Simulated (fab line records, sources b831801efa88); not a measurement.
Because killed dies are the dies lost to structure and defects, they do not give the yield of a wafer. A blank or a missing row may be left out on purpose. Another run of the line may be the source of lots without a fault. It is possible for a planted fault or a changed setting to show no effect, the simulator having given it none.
Which tool did it? / flow sky130 / route of 708 steps, sampled at 1 step: 6 lots, 18 wafers

== WHAT THE GAUGES SHOWED, per wafer ==
SKY_VT_ADJUST_NCORE_CD_MEAS_07 targets a cd of 380 nm.
lot=L388; measured=day 8 14:29; on=cd sem-01; cd nm (nm)=377 376 378
lot=L391; measured=day 9 11:54; on=cd sem-01; cd nm (nm)=380 381 382
lot=L394; measured=day 10 04:23; on=cd sem-01; cd nm (nm)=381 381 379
lot=L398; measured=day 11 12:01; on=cd sem-01; cd nm (nm)=381 379 377
lot=L405; measured=day 14 04:42; on=cd sem-01; cd nm (nm)=375 375 375
lot=L409; measured=day 15 03:38; on=cd sem-02; cd nm (nm)=380 380 381

== WHICH TOOL RAN EACH LOT (tool, then ch and the chambers of the sampled wafers, then the start) ==
Record: no process step prior to these readings.

== THE ANSWER, worked out from the rows above alone ==
Rule: the usual values come from the lots themselves. The widest of any qualifying gaps counts: lots, ordered by their means at a reading, are off when they make up no more than a third of the lots, leave a main group of 4 or more, and stand apart from it by 3 or more times the standard deviation of that group's means. The tables above print the reading to a certain number of digits; a main group whose means all agree to those digits is not used. A lot without any number at a reading at which 4 lots or more have one is off too. Any other lot the step has rows for is counted as sound.
Nothing can be told from this: no lot is off at any reading shown.

== WHAT WAS PUT IN BY THE SIMULATOR ==
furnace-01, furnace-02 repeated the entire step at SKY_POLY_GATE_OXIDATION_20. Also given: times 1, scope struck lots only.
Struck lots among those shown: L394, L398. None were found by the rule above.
